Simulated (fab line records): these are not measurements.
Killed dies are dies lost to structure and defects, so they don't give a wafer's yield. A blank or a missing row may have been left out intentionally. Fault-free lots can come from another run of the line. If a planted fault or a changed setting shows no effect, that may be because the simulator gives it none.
fab line records ; flow sky130
[record] lots = 13; wafers = 39; lastDay = 50
route steps=708 shown LOCAL_INTERCONNECT@405 METAL5@661 PAD_OPEN@708
lots untouched by any fault: they come from a run of this same line in which no faults occurred
startH: hours from the record's first day to the start of the lot's first wafer shown ; waitH: time in hours since the lot's previous step ; " repeats the value in the row above ; L1.1+2: one row covering several wafers at once ; - no value, or no start was given ; * or withheld: withheld ; < > ~ a bound
route shown NAME@n: a module of which the file shows steps, and the number in the route of the first ; usual: the fault-free wafers' mean and standard deviation ; same: alike in all rows ; chamber/n: place in a boat ; sites: each site's reading ; _std_site: the standard deviation of these ; _edge_site: inner sites' mean taken away from outer sites' mean ; radiusMm: how far each site lies from the wafer's centre ; mask NAME#n: copy n ; behind: the tool/chamber that last shaped the wafer ; hold: what put the lot on hold/how long, in hours/how the hold closed ; device: which transistor (n, p or np) failed to switch ; end of line: at the end of the route, the tests of the same wafers ; where a step has no rows: the recipe by itself ; killed: dies that structure and defects cost at the first sort, which is not the same as the wafer's yield ; map: shows each die of a wafer: x if killed, . if not, _ if none is there
set.NAME: the run value of the setting; set.NAME@STEP: its run value at that earlier step ; model.NAME: the simulator's own value behind a step, which no gauge read
one table for each step of the route and one row for each wafer, over a sample of lots
services: when a tool's chamber went out of use (startH, in hours from the record's first day, below 0 if earlier), for how many hours, and the reason
[[steps]]
[step SKY_LOCAL_INTERCONNECT_CLEAN_18]
[recipe] chemistry = O3/DIW; dry = n2Spin
lot.wafer;tool;chamber;startH;waitH
L697.2+3+6;wetBench-01;2;699.35;0.0
L698.1+3+4;wetBench-02;3;712.42;0.0
L700.3+4+6;wetBench-02;1;731.15;0.2
L701.1+4+5;wetBench-01;1;732.50;0.0
L702.1+2+4;wetBench-04;3;755.18;0.0
L707.3+4+5;wetBench-01;0;789.81;0.0
L709.1+2+6;wetBench-02;3;803.04;0.0
L710.1+2+6;wetBench-04;3;807.70;0.0
L711.1+3+6;wetBench-04;2;813.40;0.0
L713.2+3+6;wetBench-01;1;820.20;0.0
L715.1+3+5;wetBench-01;2;839.05;0.0
L717.1+2+6;wetBench-01;0;860.54;0.0
L720.2+3+4;wetBench-01;3;876.55;0.0
[step SKY_METAL5_SPUTTER_00]
[recipe] material = Ti; targetThkNm = 15; powerW = 3000; timeS = 10; chamberPressurePa = 0.4
[usual] throttleValvePct = 30.5/0.88
lot.wafer;tool;chamber;startH;waitH;throttleValvePct
L697.2;pvdSputter-04;-;1001.45;0.2;30.1
L697.3;pvdSputter-04;-;1001.45;0.2;30.4
L697.6;pvdSputter-04;-;1001.45;0.2;30.4
L698.1;pvdSputter-02;-;1005.78;0.2;30.6
L698.3;pvdSputter-02;-;1005.78;0.2;30.8
L698.4;pvdSputter-02;-;1005.78;0.2;31.7
L700.3;pvdSputter-04;-;1024.56;0.1;31.7
L700.4;pvdSputter-04;-;1024.56;0.1;30.0
L700.6;pvdSputter-04;-;1024.56;0.1;30.2
L701.1;pvdSputter-04;-;1025.54;0.1;30.3
L701.4;pvdSputter-04;-;1025.54;0.1;31.6
L701.5;pvdSputter-04;-;1025.54;0.1;30.1
L702.1;pvdSputter-03;-;1044.08;0.2;28.0
L702.2;pvdSputter-03;-;1044.08;0.2;31.7
L702.4;pvdSputter-03;-;1044.08;0.2;28.1
L707.3;pvdSputter-02;-;1073.93;0.2;30.6
L707.4;pvdSputter-02;-;1073.93;0.2;30.5
L707.5;pvdSputter-02;-;1073.93;0.2;30.7
L709.1;pvdSputter-04;-;1083.68;0.2;31.8
L709.2;pvdSputter-04;-;1083.68;0.2;30.2
L709.6;pvdSputter-04;-;1083.68;0.2;30.6
L710.1;pvdSputter-04;-;1086.58;0.2;31.7
L710.2;pvdSputter-04;-;1086.58;0.2;30.1
L710.6;pvdSputter-04;-;1086.58;0.2;30.2
L711.1;pvdSputter-04;-;1092.13;0.1;30.4
L711.3;pvdSputter-04;-;1092.13;0.1;31.5
L711.6;pvdSputter-04;-;1092.13;0.1;30.3
L713.2;pvdSputter-04;-;1098.90;0.1;30.1
L713.3;pvdSputter-04;-;1098.90;0.1;30.0
L713.6;pvdSputter-04;-;1098.90;0.1;29.7
L715.1;pvdSputter-03;-;1110.63;0.1;27.8
L715.3;pvdSputter-03;-;1110.63;0.1;31.9
L715.5;pvdSputter-03;-;1110.63;0.1;30.6
L717.1;pvdSputter-04;-;1125.88;0.2;31.6
L717.2;pvdSputter-04;-;1125.88;0.2;30.2
L717.6;pvdSputter-04;-;1125.88;0.2;30.1
L720.2;pvdSputter-02;-;1142.76;0.2;30.3
L720.3;pvdSputter-02;-;1142.76;0.2;30.7
L720.4;pvdSputter-02;-;1142.76;0.2;31.4
[step SKY_METAL5_THK_MEAS_06]
[recipe] thkMeasGauge = xrf; reads = AlCu_of_METAL5_SPUTTER_02
[usual] METAL5_ALCU_THK = 1146/16
lot.wafer;tool;chamber;startH;waitH;METAL5_ALCU_THK[nm]
L697.2;filmMetro-04;-;1001.74;0.1;1148
L697.3;filmMetro-04;-;1001.74;0.1;1145
L697.6;filmMetro-04;-;1001.74;0.1;1145
L698.1;filmMetro-04;-;1006.06;0.1;1172
L698.3;filmMetro-04;-;1006.06;0.1;1168
L698.4;filmMetro-04;-;1006.06;0.1;1158
L700.3;filmMetro-03;-;1024.86;0.1;1126
L700.4;filmMetro-03;-;1024.86;0.1;1112
L700.6;filmMetro-03;-;1024.86;0.1;1115
L701.1;filmMetro-03;-;1025.82;0.1;1169
L701.4;filmMetro-03;-;1025.82;0.1;1163
L701.5;filmMetro-03;-;1025.82;0.1;1167
L702.1;filmMetro-02;-;1044.36;0.1;1152
L702.2;filmMetro-02;-;1044.36;0.1;1150
L702.4;filmMetro-02;-;1044.36;0.1;1159
L707.3;filmMetro-04;-;1074.24;0.1;1166
L707.4;filmMetro-04;-;1074.24;0.1;1157
L707.5;filmMetro-04;-;1074.24;0.1;1162
L709.1;filmMetro-03;-;1083.97;0.1;1135
L709.2;filmMetro-03;-;1083.97;0.1;1136
L709.6;filmMetro-03;-;1083.97;0.1;1140
L710.1;filmMetro-02;-;1086.86;0.1;1153
L710.2;filmMetro-02;-;1086.86;0.1;1155
L710.6;filmMetro-02;-;1086.86;0.1;1146
L711.1;filmMetro-04;-;1092.42;0.1;1132
L711.3;filmMetro-04;-;1092.42;0.1;1153
L711.6;filmMetro-04;-;1092.42;0.1;1133
L713.2;filmMetro-04;-;1099.20;0.1;1151
L713.3;filmMetro-04;-;1099.20;0.1;1161
L713.6;filmMetro-04;-;1099.20;0.1;1160
L715.1;filmMetro-04;-;1110.91;0.1;1161
L715.3;filmMetro-04;-;1110.91;0.1;1160
L715.5;filmMetro-04;-;1110.91;0.1;1132
L717.1;filmMetro-02;-;1126.17;0.1;1147
L717.2;filmMetro-02;-;1126.17;0.1;1143
L717.6;filmMetro-02;-;1126.17;0.1;1138
L720.2;filmMetro-02;-;1143.06;0.1;1145
L720.3;filmMetro-02;-;1143.06;0.1;1154
L720.4;filmMetro-02;-;1143.06;0.1;1155
[step SKY_METAL5_DESCUM_14]
[recipe] chemistry = O2; sourcePowerW = 150; biasPowerW = 0; pressureMtorr = 10; tempC = 40; timeS = 11
[usual] drypumpMotorCurrentA = 5.7/0.62; oesProductAu = 0.997/0.0076
lot.wafer;tool;chamber;startH;waitH;drypumpMotorCurrentA;oesProductAu;rfHoursCounterH
L697.2;rieMetal-04;0;1024.39;0.1;4.7;0.991;19
L697.3;rieMetal-04;0;1024.39;0.1;4.7;0.989;-
L697.6;rieMetal-04;1;1024.39;0.1;5.9;1.004;-
L698.1;rieMetal-02;0;1028.49;0.1;6.6;1.001;10
L698.3;rieMetal-02;1;1028.49;0.1;5.3;1.003;-
L698.4;rieMetal-02;0;1028.49;0.1;6.6;1.005;-
L700.3;rieMetal-01;0;1046.55;0.1;6.3;0.995;-
L700.4;rieMetal-01;1;1046.55;0.1;5.2;1.011;-
L700.6;rieMetal-01;1;1046.55;0.1;5.2;1.003;-
L701.1;rieMetal-02;1;1048.34;0.1;5.3;0.984;20
L701.4;rieMetal-02;1;1048.34;0.1;5.3;0.995;-
L701.5;rieMetal-02;0;1048.34;0.1;6.6;0.994;-
L702.1;rieMetal-02;0;1065.64;0.1;6.6;1.000;13
L702.2;rieMetal-02;1;1065.64;0.1;5.3;0.990;22
L702.4;rieMetal-02;0;1065.64;0.1;6.6;0.997;-
L707.3;rieMetal-01;1;1094.30;0.1;5.2;0.998;-
L707.4;rieMetal-01;0;1094.30;0.1;6.3;1.000;-
L707.5;rieMetal-01;0;1094.30;0.1;6.3;0.993;-
L709.1;rieMetal-04;1;1103.19;0.1;5.9;0.994;14
L709.2;rieMetal-04;1;1103.19;0.1;5.9;0.991;-
L709.6;rieMetal-04;1;1103.19;0.1;5.9;0.995;-
L710.1;rieMetal-04;1;1106.44;0.1;5.9;0.996;15
L710.2;rieMetal-04;1;1106.44;0.1;5.9;1.004;-
L710.6;rieMetal-04;1;1106.44;0.1;5.9;0.992;-
L711.1;rieMetal-04;0;1112.34;0.1;4.7;1.013;0
L711.3;rieMetal-04;0;1112.34;0.1;4.7;1.000;-
L711.6;rieMetal-04;0;1112.34;0.1;4.7;1.004;-
L713.2;rieMetal-01;1;1119.24;0.1;5.2;1.004;10
L713.3;rieMetal-01;0;1119.24;0.1;6.3;0.993;-
L713.6;rieMetal-01;0;1119.24;0.1;6.3;0.988;-
L715.1;rieMetal-04;1;1130.79;0.1;5.9;1.019;17
L715.3;rieMetal-04;0;1130.79;0.1;4.7;1.004;-
L715.5;rieMetal-04;1;1130.79;0.1;5.8;1.006;-
L717.1;rieMetal-02;0;1144.59;0.1;6.6;0.992;19
L717.2;rieMetal-02;1;1144.59;0.1;5.3;0.986;28
L717.6;rieMetal-02;1;1144.59;0.1;5.3;0.987;-
L720.2;rieMetal-02;1;1160.79;0.1;5.3;1.001;29
L720.3;rieMetal-02;0;1160.79;0.1;6.5;1.000;-
L720.4;rieMetal-02;1;1160.79;0.1;5.3;0.995;-
[step SKY_PAD_OPEN_PROBE_99]
[usual] killed_at_M0_to_M3 = 44/6.6; killed_at_M4_up = 2.9/1.8; killedAtContacts = 24/4.8; killedAtFrontEnd = 15/4.5; killedAtOther = 0.3/0.64; killedDies = 86/8.7; killedOpen = 47/6.5; killedShort = 39/5.8
[same] grossDies = 492; killedAtBackSide = 0
lot.wafer;tool;chamber;startH;waitH;killed_at_M0_to_M3;killed_at_M4_up;killedAtContacts;killedAtFrontEnd;killedAtOther;killedDies;killedOpen;killedShort
L707.3;prober-02;-;1138.54;0.2;47;4;27;16;0;94;39;55
L707.5;prober-02;-;1138.64;0.2;38;2;22;17;2;81;51;30
L709.1;prober-01;-;1145.64;0.1;52;3;22;13;0;90;47;43
L709.2;prober-01;-;1145.69;0.1;43;6;21;9;0;79;40;38
L709.6;prober-01;-;1145.89;0.2;47;2;28;14;1;92;45;47
L710.1;prober-02;-;1149.08;0.1;47;2;57;12;0;118;50;42
L710.2;prober-02;-;1149.13;0.1;35;2;48;15;0;100;48;28
L710.6;prober-02;-;1149.33;0.2;27;7;46;6;0;86;33;29
L713.2;prober-01;-;1159.95;0.1;29;4;25;22;0;80;44;36
L713.3;prober-01;-;1160.00;0.2;44;0;28;7;0;79;46;33
L713.6;prober-01;-;1160.15;0.2;45;1;15;13;0;74;39;35
L715.1;prober-01;-;1170.04;0.1;53;3;22;16;1;95;50;44
L715.3;prober-01;-;1170.14;0.2;44;5;24;17;0;90;48;42
L715.5;prober-01;-;1170.24;0.2;49;6;21;10;0;86;49;37
L717.1;prober-01;-;1181.80;0.1;52;3;30;15;1;101;60;40
L717.2;prober-01;-;1181.85;0.1;37;0;25;14;0;76;36;39
L717.6;prober-01;-;1182.05;0.2;39;4;24;16;0;83;44;38
L720.2;prober-02;-;1195.66;0.1;38;4;26;14;0;82;48;34
L720.3;prober-02;-;1195.71;0.2;49;2;38;10;0;99;58;41
L720.4;prober-02;-;1195.76;0.2;42;4;24;13;1;84;48;36
// killed by level:class
L707.3 CONTACT:geometricParticle:open=9 VIA1:geometricParticle:open=9 VIA1:geometricParticle:short=8 FIELD_ISO:geometricParticle:open=7 VIA2:geometricParticle:short=7 POLY_GATE:geometricParticle:short=6 METAL2:geometricParticle:short=6 LI_CONTACT:geometricParticle:open=5
L707.5 CONTACT:geometricParticle:open=12 VIA1:geometricParticle:open=11 FIELD_ISO:geometricParticle:open=7 POLY_GATE:geometricParticle:open=5 CONTACT:geometricParticle:short=4 VIA1:geometricParticle:short=4 VIA2:geometricParticle:open=4 METAL3:geometricParticle:short=3
L709.1 VIA1:geometricParticle:open=10 VIA3:geometricParticle:open=10 VIA2:geometricParticle:open=9 CONTACT:geometricParticle:open=7 METAL2:geometricParticle:short=7 FIELD_ISO:geometricParticle:short=6 CONTACT:geometricParticle:short=6 METAL1:geometricParticle:short=5
L709.2 VIA1:geometricParticle:open=9 CONTACT:geometricParticle:open=8 METAL1:geometricParticle:short=7 VIA1:geometricParticle:short=5 VIA3:geometricParticle:open=5 LI_CONTACT:geometricParticle:short=4 LOCAL_INTERCONNECT:geometricParticle:short=4 VIA2:geometricParticle:open=4
L709.6 VIA1:geometricParticle:open=12 CONTACT:geometricParticle:open=8 METAL1:geometricParticle:short=8 METAL2:geometricParticle:short=7 CONTACT:geometricParticle:short=7 LOCAL_INTERCONNECT:geometricParticle:short=7 LI_CONTACT:geometricParticle:open=5 VIA2:geometricParticle:open=5
L710.1 LOCAL_INTERCONNECT:unspecified=26 VIA1:geometricParticle:open=14 LI_CONTACT:geometricParticle:open=11 CONTACT:geometricParticle:open=8 METAL2:geometricParticle:short=8 CONTACT:geometricParticle:short=7 VIA1:geometricParticle:short=6 VIA3:geometricParticle:open=6
L710.2 LOCAL_INTERCONNECT:unspecified=23 VIA1:geometricParticle:open=15 CONTACT:geometricParticle:open=8 FIELD_ISO:geometricParticle:short=6 LI_CONTACT:geometricParticle:open=6 CONTACT:geometricParticle:short=4 VIA2:geometricParticle:open=4 FIELD_ISO:geometricParticle:open=3
L710.6 LOCAL_INTERCONNECT:unspecified=24 VIA1:geometricParticle:open=7 CONTACT:geometricParticle:open=7 LI_CONTACT:geometricParticle:open=5 METAL4:geometricParticle:short=5 CONTACT:geometricParticle:short=4 METAL3:geometricParticle:short=4 POLY_CUT:geometricParticle:open=3
L713.2 CONTACT:geometricParticle:open=12 METAL1:geometricParticle:short=9 VIA2:geometricParticle:open=7 FIELD_ISO:geometricParticle:open=6 VIA1:geometricParticle:open=6 FIELD_ISO:geometricParticle:short=4 LOCAL_INTERCONNECT:geometricParticle:short=4 POLY_GATE:geometricParticle:short=3
L713.3 METAL1:geometricParticle:short=9 LI_CONTACT:geometricParticle:open=8 CONTACT:geometricParticle:open=8 VIA1:geometricParticle:open=8 VIA3:geometricParticle:open=7 VIA1:geometricParticle:short=5 LI_CONTACT:geometricParticle:short=4 LOCAL_INTERCONNECT:geometricParticle:open=4
L713.6 VIA1:geometricParticle:open=13 CONTACT:geometricParticle:open=8 METAL2:geometricParticle:short=8 METAL1:geometricParticle:short=7 FIELD_ISO:geometricParticle:open=6 VIA2:geometricParticle:open=6 VIA1:geometricParticle:short=4 POLY_GATE:geometricParticle:short=3
L715.1 VIA1:geometricParticle:open=12 VIA1:geometricParticle:short=9 POLY_GATE:geometricParticle:short=8 VIA2:geometricParticle:open=8 CONTACT:geometricParticle:open=8 LI_CONTACT:geometricParticle:open=7 VIA3:geometricParticle:open=6 POLY_GATE:geometricParticle:open=5
L715.3 METAL1:geometricParticle:short=9 LI_CONTACT:geometricParticle:open=8 VIA1:geometricParticle:open=8 VIA3:geometricParticle:open=7 VIA2:geometricParticle:open=6 LOCAL_INTERCONNECT:geometricParticle:short=5 CONTACT:geometricParticle:open=5 METAL1:geometricParticle:open=5
L715.5 VIA2:geometricParticle:open=12 VIA1:geometricParticle:open=11 CONTACT:geometricParticle:open=9 CONTACT:geometricParticle:short=7 METAL4:geometricParticle:short=5 METAL1:geometricParticle:short=4 VIA1:geometricParticle:short=4 VIA3:geometricParticle:open=4
L717.1 VIA1:geometricParticle:open=11 LI_CONTACT:geometricParticle:open=10 VIA3:geometricParticle:open=10 CONTACT:geometricParticle:open=9 METAL1:geometricParticle:short=7 VIA1:geometricParticle:short=5 VIA2:geometricParticle:open=4 LI_CONTACT:geometricParticle:short=4
L717.2 VIA2:geometricParticle:open=11 METAL2:geometricParticle:short=7 VIA1:geometricParticle:open=7 LI_CONTACT:geometricParticle:open=6 LOCAL_INTERCONNECT:geometricParticle:short=5 CONTACT:geometricParticle:open=5 CONTACT:geometricParticle:short=5 FIELD_ISO:geometricParticle:short=4
L717.6 VIA2:geometricParticle:open=10 LI_CONTACT:geometricParticle:open=8 CONTACT:geometricParticle:open=8 FIELD_ISO:geometricParticle:short=5 VIA1:geometricParticle:short=5 METAL1:geometricParticle:short=5 FIELD_ISO:geometricParticle:open=4 LI_CONTACT:geometricParticle:short=4
L720.2 VIA1:geometricParticle:open=10 CONTACT:geometricParticle:open=9 LI_CONTACT:geometricParticle:short=6 METAL1:geometricParticle:short=6 LI_CONTACT:geometricParticle:open=5 CONTACT:geometricParticle:short=4 VIA3:geometricParticle:open=4 METAL4:geometricParticle:short=4
L720.3 VIA1:geometricParticle:open=13 CONTACT:geometricParticle:open=12 LI_CONTACT:geometricParticle:open=10 VIA2:geometricParticle:open=9 METAL1:geometricParticle:short=7 CONTACT:geometricParticle:short=6 LOCAL_INTERCONNECT:geometricParticle:short=5 VIA1:geometricParticle:short=5
L720.4 LI_CONTACT:geometricParticle:open=12 VIA1:geometricParticle:open=12 VIA2:geometricParticle:open=8 METAL1:geometricParticle:short=5 METAL2:geometricParticle:short=5 POLY_GATE:geometricParticle:short=4 VIA3:geometricParticle:open=4 CONTACT:geometricParticle:open=4
[[services]]
tool;chamber;startH;hours;kind
pvdSputter-04;-;687.90;7.4;repair
rieMetal-04;1;698.28;17.3;repair
rieMetal-01;-;767.22;2.8;pm
rieMetal-02;1;782.72;5.8;repair
rieMetal-01;0;820.17;21.8;repair
rieMetal-04;-;828.47;1.1;repair
rieMetal-04;0;833.46;16.5;repair
pvdSputter-02;-;862.84;1.4;repair
pvdSputter-02;-;889.98;21.4;repair
wetBench-02;-;910.87;1.0;repair
pvdSputter-02;-;919.67;4.8;repair
wetBench-01;-;933.70;1.0;repair
rieMetal-01;1;946.88;9.2;repair
rieMetal-01;1;970.98;21.7;repair
pvdSputter-02;-;995.68;8.0;repair
wetBench-04;-;1014.17;4.4;pm
pvdSputter-02;-;1021.72;33.6;repair
wetBench-01;-;1055.56;4.4;pm
wetBench-04;-;1100.82;1.3;repair
wetBench-01;-;1111.78;0.7;repair
pvdSputter-02;-;1114.76;2.4;repair
rieMetal-04;-;1117.98;1.4;pm
rieMetal-01;-;1130.70;1.4;pm
pvdSputter-04;-;1154.15;3.2;repair
[[key]]
[firstSign] step = SKY_PAD_OPEN_PROBE_99; reading = killedAtContacts; direction = up; sigmas = 5.5; usual = 24; struck = 50
effect none on later readings
metAt SKY_LOCAL_INTERCONNECT_CLEAN_18
struckLots L710
struckWafers L710.1,L710.2,L710.6
testerLeftOut L710
notActingAt SKY_METAL5_SPUTTER_00,SKY_METAL5_THK_MEAS_06,SKY_METAL5_DESCUM_14
onsetBetween 755.18 807.70
[fault] kind = chamberParticleSource; tool = wetBench-04; chamber = 3; onsetH = 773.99; steps = SKY_LOCAL_INTERCONNECT_CLEAN_18; ratePerVisitCm2 = 1.8593; endH = 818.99
// testerLeftOut: of these lots the tester's yield and bins aren't shown, on N5 and GAA mostly nor the transistor test; their killed dies are dies lost to structure and defects alone, not to doping, threshold or leakage, so they don't give the yield
